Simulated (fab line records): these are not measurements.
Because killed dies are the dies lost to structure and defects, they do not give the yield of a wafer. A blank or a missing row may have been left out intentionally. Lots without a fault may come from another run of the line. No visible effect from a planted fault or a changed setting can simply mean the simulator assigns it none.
fab line records ; flow sky130
record: lots: 11; wafers: 33; last-day: 50
route steps=708 shown METAL2@483 METAL4@631 VIA4@652 PASSIVATION@692 PAD_OPEN@708
lots that met no fault: taken from a fault-free run of the same line
start-h: hours from the record's first day to the start of the lot's first wafer shown ; wait-h: hours elapsed since this lot's preceding step ; " as in the row above ; L1.1+2: one row covering several wafers at once ; - no value, or no start was given ; * or withheld: withheld ; < > ~ a bound
route shown NAME@n: names a module that has steps shown in the file, with the first one's number in the route ; usual: mean and standard deviation over wafers with no fault ; same: alike in all rows ; chamber/n: place in a boat ; sites: the reading at each site ; _std_site: standard deviation across them ; _edge_site: outer sites' mean less inner sites' ; radius-mm: how far each site lies from the wafer's centre ; mask NAME#n: copy n ; behind: the last tool/chamber to shape the wafer ; hold: why the lot went on hold/how many hours it stayed there/how the hold came to an end ; device: whichever transistor did not switch (one of n, p or np) ; end of line: the same wafers' tests at the end of the route ; a step with no rows: only its recipe ; killed: dies lost to structure and defects at the first sort, not the wafer's yield ; map: the dies of a wafer, with x for killed, . for not killed, _ for no die there
set.NAME: setting as actually run; set.NAME@STEP: the setting as run at that earlier step ; model.NAME: the simulator's own value behind a step, which no gauge read
route steps across a sampled set of lots; one table per step, one row per wafer
services: when a tool's chamber went out of use (start-h, in hours from the record's first day, below 0 if earlier), for how many hours, and the reason
== steps ==
step: SKY_METAL2_SPUTTER_00
recipe: material: Ti; target-thk-nm: 15; power-w: 3000; time-s: 10; chamber-pressure-pa: 0.4
usual: throttle-valve-pct: 29.6/0.91
lot.wafer;tool;chamber;start-h;wait-h;throttle-valve-pct
L822.2;pvd-sputter-01;-;793.33;0.1;29.9
L822.3;pvd-sputter-01;-;793.33;0.1;29.6
L822.6;pvd-sputter-01;-;793.33;0.1;28.3
L823.3;pvd-sputter-02;-;802.74;0.1;28.5
L823.5;pvd-sputter-02;-;802.74;0.1;28.1
L823.6;pvd-sputter-02;-;802.74;0.1;28.5
L824.1;pvd-sputter-01;-;811.70;0.2;30.4
L824.3;pvd-sputter-01;-;811.70;0.2;29.8
L824.4;pvd-sputter-01;-;811.70;0.2;29.9
L825.2;pvd-sputter-01;-;820.96;0.1;30.6
L825.4;pvd-sputter-01;-;820.96;0.1;29.3
L825.6;pvd-sputter-01;-;820.96;0.1;30.4
L827.2;pvd-sputter-02;-;821.58;0.2;28.2
L827.3;pvd-sputter-02;-;821.58;0.2;29.3
L827.6;pvd-sputter-02;-;821.58;0.2;29.2
L832.1;pvd-sputter-03;-;868.46;0.1;29.4
L832.4;pvd-sputter-03;-;868.46;0.1;31.6
L832.5;pvd-sputter-03;-;868.46;0.1;31.3
L833.2;pvd-sputter-03;-;877.90;0.1;29.6
L833.3;pvd-sputter-03;-;877.90;0.1;31.7
L833.4;pvd-sputter-03;-;877.90;0.1;29.8
L835.1;pvd-sputter-03;-;889.91;0.1;29.7
L835.4;pvd-sputter-03;-;889.91;0.1;30.3
L835.6;pvd-sputter-03;-;889.91;0.1;29.8
L836.2;pvd-sputter-01;-;901.69;0.1;30.6
L836.3;pvd-sputter-01;-;901.69;0.1;28.7
L836.5;pvd-sputter-01;-;901.69;0.1;29.6
L838.1;pvd-sputter-02;-;907.77;0.1;28.5
L838.2;pvd-sputter-02;-;907.77;0.1;28.1
L838.4;pvd-sputter-02;-;907.77;0.1;29.7
L845.2;pvd-sputter-02;-;955.76;0.2;28.6
L845.4;pvd-sputter-02;-;955.76;0.2;28.2
L845.5;pvd-sputter-02;-;955.76;0.2;28.5
step: SKY_METAL4_DESCUM_15
recipe: chemistry: O2; source-power-w: 150; bias-power-w: 0; pressure-mtorr: 10; temp-c: 40; time-s: 8
usual: drypump-motor-current-A: 5.7/0.65; oes-product-au: 0.999/0.0072; rf-fwd-power-W: 147.1/0.68
lot.wafer;tool;chamber;start-h;wait-h;drypump-motor-current-A;oes-product-au;rf-fwd-power-W;rf-hours-counter-h
L822.2;rie-metal-04;1;978.89;0.0;5.3;0.991;146.2;13
L822.3;rie-metal-04;1;978.89;0.0;5.2;1.008;146.3;-
L822.6;rie-metal-04;1;978.89;0.0;5.3;1.005;146.8;-
L823.3;rie-metal-03;1;987.65;0.0;6.3;1.008;146.3;-
L823.5;rie-metal-03;0;987.65;0.0;5.2;0.990;147.3;-
L823.6;rie-metal-03;1;987.65;0.0;6.3;1.004;146.7;-
L824.1;rie-metal-03;0;996.04;0.0;5.2;1.002;146.6;15
L824.3;rie-metal-03;0;996.04;0.0;5.2;0.993;147.5;-
L824.4;rie-metal-03;1;996.04;0.0;6.3;0.999;146.6;-
L825.2;rie-metal-02;0;1004.54;0.0;5.4;0.996;147.6;3
L825.4;rie-metal-02;1;1004.54;0.0;4.8;1.006;147.8;-
L825.6;rie-metal-02;0;1004.54;0.0;5.4;1.000;146.7;-
L827.2;rie-metal-03;0;1005.21;0.0;5.2;0.991;147.4;16
L827.3;rie-metal-03;1;1005.21;0.0;6.2;1.012;147.2;-
L827.6;rie-metal-03;0;1005.21;0.0;5.3;1.000;147.2;-
L832.1;rie-metal-04;0;1047.06;0.0;6.6;0.989;148.0;2
L832.4;rie-metal-04;1;1047.06;0.0;5.3;1.007;145.8;-
L832.5;rie-metal-04;0;1047.06;0.0;6.6;0.997;148.0;-
L833.2;rie-metal-02;1;1053.84;0.0;4.8;1.009;147.1;24
L833.3;rie-metal-02;0;1053.84;0.0;5.4;0.996;147.4;-
L833.4;rie-metal-02;1;1053.84;0.0;4.8;0.997;147.3;-
L835.1;rie-metal-02;1;1065.54;0.0;4.8;0.998;147.9;25
L835.4;rie-metal-02;1;1065.54;0.0;4.8;0.998;148.1;-
L835.6;rie-metal-02;1;1065.54;0.0;4.8;0.994;146.8;-
L836.2;rie-metal-03;0;1074.44;0.0;5.2;1.005;147.0;21
L836.3;rie-metal-03;0;1074.44;0.0;5.3;1.007;147.7;-
L836.5;rie-metal-03;1;1074.44;0.0;6.2;1.015;146.8;-
L838.1;rie-metal-04;1;1079.79;0.0;5.3;0.997;146.4;21
L838.2;rie-metal-04;0;1079.79;0.0;6.6;1.001;147.2;4
L838.4;rie-metal-04;0;1079.79;0.0;6.6;0.988;147.3;-
L845.2;rie-metal-04;0;1119.11;0.0;6.6;0.991;147.7;7
L845.4;rie-metal-04;0;1119.11;0.0;6.6;0.991;148.2;-
L845.5;rie-metal-04;0;1119.11;0.0;6.6;0.989;148.1;-
step: SKY_VIA4_STRIP_13
recipe: chemistry: O2/N2; power-w: 1400; pressure-mtorr: 1500; platen-temp-c: withheld; o2-flow-sccm: 3000; n2-flow-sccm: 300; overash-fraction: 0.5
usual: drypump-motor-current-A: 5.6/0.38; oes-product-au: 0.709/0.0044; strip-time-to-endpoint-s: 12.83/0.033
lot.wafer;tool;chamber;start-h;wait-h;drypump-motor-current-A;oes-product-au;rf-hours-counter-h;strip-time-to-endpoint-s
L822.2;plasma-asher-01;0;1004.04;-;5.3;0.709;57;12.77
L822.3;plasma-asher-01;0;1004.04;-;5.2;0.712;-;12.81
L822.6;plasma-asher-01;1;1004.04;-;5.6;0.710;-;12.80
L823.3;plasma-asher-01;1;1012.57;-;5.6;0.709;-;12.78
L823.5;plasma-asher-01;0;1012.57;-;5.2;0.710;-;12.78
L823.6;plasma-asher-01;1;1012.57;-;5.6;0.710;-;12.75
L824.1;plasma-asher-01;0;1020.54;-;5.3;0.704;59;12.84
L824.3;plasma-asher-01;1;1020.54;-;5.6;0.713;-;12.80
L824.4;plasma-asher-01;0;1020.54;-;5.3;0.711;-;12.84
L825.2;plasma-asher-02;0;1029.29;-;5.3;0.712;84;12.77
L825.4;plasma-asher-02;0;1029.29;-;5.3;0.712;-;12.84
L825.6;plasma-asher-02;1;1029.29;-;5.7;0.706;-;12.82
L827.2;plasma-asher-01;0;1029.59;-;5.3;0.710;60;12.87
L827.3;plasma-asher-01;1;1029.59;-;5.6;0.711;-;12.88
L827.6;plasma-asher-01;1;1029.59;-;5.6;0.714;-;12.90
L832.1;plasma-asher-01;1;1069.51;-;5.6;0.708;65;12.84
L832.4;plasma-asher-01;0;1069.51;-;5.3;0.714;-;12.78
L832.5;plasma-asher-01;0;1069.51;-;5.3;0.710;-;12.78
L833.2;plasma-asher-03;1;1076.24;-;5.5;0.711;1;12.81
L833.3;plasma-asher-03;1;1076.24;-;5.5;0.710;-;12.82
L833.4;plasma-asher-03;0;1076.24;-;6.7;0.707;-;12.81
L835.1;plasma-asher-02;1;1087.59;-;5.7;0.711;89;12.78
L835.4;plasma-asher-02;1;1087.59;-;5.7;0.707;-;12.80
L835.6;plasma-asher-02;0;1087.59;-;5.3;0.715;-;12.76
L836.2;plasma-asher-01;0;1097.06;-;5.3;0.709;67;12.86
L836.3;plasma-asher-01;1;1097.06;-;5.6;0.716;-;12.80
L836.5;plasma-asher-01;0;1097.06;-;5.3;0.710;-;12.87
L838.1;plasma-asher-01;1;1101.74;-;5.6;0.707;68;12.80
L838.2;plasma-asher-01;0;1101.74;-;5.2;0.711;68;12.83
L838.4;plasma-asher-01;1;1101.74;-;5.6;0.705;-;12.84
L845.2;plasma-asher-03;0;1139.59;-;6.7;0.710;7;12.81
L845.4;plasma-asher-03;0;1139.59;-;6.6;0.699;-;12.84
L845.5;plasma-asher-03;0;1139.59;-;6.7;0.709;-;12.82
step: SKY_PASSIVATION_ETCH_11
recipe: chemistry: CF4/O2; target-depth-nm: 725; stop-on: AlCu; source-w: 800; bias-w: 150; pressure-mtorr: 150; cf4-flow-sccm: 80; O2_flow_sccm: 10; time-s: 161.1
usual: O2_flow_sccm: 10.00/0.031; drypump-motor-current-A: 5.94/0.24; oes-product-au: 0.978/0.0071; rf-fwd-power-W: 796.8/2.8; throttle-valve-pct: 5.964/0.0089
lot.wafer;tool;chamber;start-h;wait-h;O2_flow_sccm;drypump-motor-current-A;oes-product-au;rf-fwd-power-W;rf-hours-counter-h;throttle-valve-pct
L822.2;rie-diel-02;0;1051.39;-;10.00;5.77;0.977;795.7;6;5.957
L822.3;rie-diel-02;3;1051.39;-;10.05;5.92;0.969;794.1;21;5.951
L822.6;rie-diel-02;2;1051.39;-;9.99;5.96;0.976;794.3;-;5.959
L823.3;rie-diel-04;1;1059.58;-;9.94;6.18;0.984;794.0;13;5.967
L823.5;rie-diel-04;0;1059.58;-;9.97;5.68;0.977;797.5;-;5.985
L823.6;rie-diel-04;3;1059.58;-;10.05;5.92;0.988;797.7;-;5.961
L824.1;rie-diel-03;3;1067.93;-;9.96;6.23;0.977;793.0;15;5.965
L824.3;rie-diel-03;0;1067.93;-;10.01;6.37;0.966;798.9;27;5.963
L824.4;rie-diel-03;1;1067.93;-;10.02;5.60;0.978;795.3;19;5.963
L825.2;rie-diel-02;3;1074.28;-;10.02;5.93;0.970;796.9;22;5.964
L825.4;rie-diel-02;2;1074.28;-;10.02;5.97;0.975;791.2;14;5.958
L825.6;rie-diel-02;3;1074.28;-;10.05;5.95;0.984;799.3;-;5.954
L827.2;rie-diel-03;2;1075.53;-;9.99;5.90;0.991;794.1;17;5.978
L827.3;rie-diel-03;0;1075.53;-;9.99;6.39;0.980;799.3;28;5.967
L827.6;rie-diel-03;0;1075.53;-;9.99;6.40;0.993;798.6;-;5.966
L832.1;rie-diel-02;2;1112.84;-;10.06;5.96;0.975;793.6;15;5.964
L832.4;rie-diel-02;3;1112.84;-;10.03;5.93;0.986;797.9;23;5.967
L832.5;rie-diel-02;0;1112.84;-;9.98;5.71;0.974;797.9;-;5.967
L833.2;rie-diel-03;0;1118.43;-;9.95;6.40;0.973;794.1;0;5.962
L833.3;rie-diel-03;2;1118.43;-;10.00;5.88;0.977;798.0;19;5.948
L833.4;rie-diel-03;3;1118.43;-;10.00;6.16;0.983;798.7;18;5.975
L835.1;rie-diel-04;1;1129.13;-;10.01;6.19;0.982;795.0;15;5.957
L835.4;rie-diel-04;0;1129.13;-;10.03;5.65;0.991;794.2;8;5.992
L835.6;rie-diel-04;0;1129.13;-;10.05;5.66;0.989;795.5;-;5.962
L836.2;rie-diel-03;1;1138.53;-;10.03;5.54;0.978;794.8;22;5.960
L836.3;rie-diel-03;0;1138.53;-;9.98;6.40;0.975;795.2;1;5.961
L836.5;rie-diel-03;0;1138.53;-;10.08;6.39;0.979;794.4;-;5.978
L838.1;rie-diel-02;3;1142.38;-;9.96;5.92;0.965;790.9;25;5.964
L838.2;rie-diel-02;2;1142.38;-;9.99;5.97;0.965;797.4;16;5.973
L838.4;rie-diel-02;0;1142.38;-;10.05;5.73;0.984;801.6;10;5.972
L845.2;rie-diel-02;1;1176.99;-;10.03;6.24;0.970;797.5;20;5.972
L845.4;rie-diel-02;2;1176.99;-;9.96;5.95;0.981;794.8;18;5.958
L845.5;rie-diel-02;3;1176.99;-;10.01;5.91;0.990;790.5;-;5.964
step: SKY_PAD_OPEN_PROBE_99
usual: defect-limited-yield: 82.6/1.9; killed_at_M0_to_M3: 43/7; killed_at_M4_up: 3.1/2; killed-at-contacts: 24/5.3; killed-at-front-end: 15/4.2; killed-at-other: 0.4/0.66; killed-dies: 86/9.5; killed-open: 47/7.4; killed-short: 38/6.2; sort_bin_3_pad_short: 0.9/0.44; sort_bin_5_function: 10.2/1.4; sort_bin_6_memory: 6.4/1.1; sort-n-pass: 406/9.5; sort-yield-pct: 82.6/1.9
same: gross-dies: 492; killed-at-back-side: 0; sort_bin_4_leakage[%]: 0; sort_bin_8_speed[%]: 0
lot.wafer;tool;chamber;start-h;wait-h;defect-limited-yield[%];killed_at_M0_to_M3;killed_at_M4_up;killed-at-contacts;killed-at-front-end;killed-at-other;killed-dies;killed-open;killed-short;sort_bin_3_pad_short[%];sort_bin_5_function[%];sort_bin_6_memory[%];sort-n-pass;sort-yield-pct[%]
L833.2;prober-02;-;1139.60;0.1;76.8;76;4;17;16;1;114;24;38;3.0;13.6;6.5;378;76.8
L833.3;prober-02;-;1139.65;0.2;77.2;78;2;19;13;0;112;41;30;3.3;14.4;5.1;380;77.2
L833.4;prober-02;-;1139.70;0.2;75.0;84;4;17;17;1;123;39;42;3.5;14.8;6.7;369;75.0
L835.1;prober-01;-;1150.07;0.1;76.2;84;2;17;14;0;117;41;27;1.6;14.8;7.3;375;76.2
L835.4;prober-01;-;1150.22;0.2;78.3;71;3;23;9;1;107;48;25;2.2;12.6;6.9;385;78.3
L835.6;prober-01;-;1150.32;0.2;76.2;82;7;22;6;0;117;39;32;2.6;15.9;5.3;375;76.2
killed by level:class
L833.2 METAL2:unspecified=52 FIELD_ISO:geometric-particle:short=7 VIA3:geometric-particle:open=6 METAL1:geometric-particle:short=5 LOCAL_INTERCONNECT:geometric-particle:short=5 LI_CONTACT:geometric-particle:open=4 CONTACT:geometric-particle:short=4 CONTACT:geometric-particle:open=3
L833.3 METAL2:unspecified=41 METAL2:geometric-particle:short=7 VIA1:geometric-particle:open=7 LI_CONTACT:geometric-particle:open=7 VIA3:geometric-particle:open=7 CONTACT:geometric-particle:open=5 FIELD_ISO:geometric-particle:open=4 VIA2:geometric-particle:open=4
L833.4 METAL2:unspecified=42 VIA1:geometric-particle:open=14 METAL3:geometric-particle:short=5 VIA1:geometric-particle:short=5 CONTACT:geometric-particle:short=4 CONTACT:geometric-particle:open=4 METAL1:geometric-particle:short=4 FIELD_ISO:geometric-particle:short=3
L835.1 METAL2:unspecified=49 VIA3:geometric-particle:open=8 VIA1:geometric-particle:open=8 CONTACT:geometric-particle:open=6 VIA2:geometric-particle:open=6 LI_CONTACT:geometric-particle:open=5 POLY_GATE:geometric-particle:open=4 CONTACT:geometric-particle:short=4
L835.4 METAL2:unspecified=33 CONTACT:geometric-particle:open=10 VIA3:geometric-particle:open=8 VIA1:geometric-particle:open=7 LI_CONTACT:geometric-particle:open=6 METAL1:geometric-particle:short=6 VIA2:geometric-particle:open=4 POLY_GATE:geometric-particle:open=3
L835.6 METAL2:unspecified=46 CONTACT:geometric-particle:open=11 METAL2:geometric-particle:short=6 VIA1:geometric-particle:open=5 VIA2:geometric-particle:open=5 VIA3:geometric-particle:open=5 FIELD_ISO:geometric-particle:open=4 LI_CONTACT:geometric-particle:open=4
== services ==
tool;chamber;start-h;hours;kind
rie-diel-03;1;788.56;5.6;repair
rie-metal-03;1;788.59;12.4;repair
rie-diel-02;2;796.98;5.3;repair
pvd-sputter-01;-;806.28;0.7;repair
plasma-asher-01;-;818.40;0.4;repair
rie-diel-02;0;843.50;6.7;repair
pvd-sputter-01;-;858.52;5.7;repair
pvd-sputter-02;-;860.27;14.7;repair
rie-diel-03;2;861.14;5.7;repair
plasma-asher-01;-;883.40;2.1;repair
rie-diel-02;1;890.49;2.4;repair
rie-diel-02;-;903.60;4.4;repair
rie-diel-02;-;912.83;0.5;repair
rie-diel-03;-;934.27;2.8;pm
rie-diel-03;1;944.35;1.4;repair
pvd-sputter-01;-;948.20;2.6;repair
pvd-sputter-02;-;957.48;0.6;repair
rie-diel-03;0;974.37;12.3;repair
rie-metal-03;-;974.93;0.3;repair
pvd-sputter-02;-;979.97;1.3;repair
rie-diel-02;-;1068.78;0.6;repair
rie-diel-03;0;1091.02;6.9;repair
rie-diel-02;0;1135.51;2.5;repair
rie-diel-02;3;1164.33;5.7;repair
== key ==
first-sign: step: SKY_PAD_OPEN_PROBE_99; reading: killed_at_M0_to_M3; direction: up; sigmas: 5.2; usual: 43; struck: 79
effect: step: SKY_PAD_OPEN_PROBE_99; reading: sort_bin_3_pad_short; direction: up; sigmas: 4.2; usual: 0.9; struck: 2.7
met-at SKY_METAL2_SPUTTER_00
struck-lots L833,L835
not-acting-at SKY_METAL4_DESCUM_15,SKY_VIA4_STRIP_13,SKY_PASSIVATION_ETCH_11
onset-between 868.46 877.90
fault: kind: chamber-particle-source; tool: pvd-sputter-03; chamber: -; onset-h: 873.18; steps: SKY_METAL2_SPUTTER_00; rate-per-visit-cm2: 0.62386; end-h: 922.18
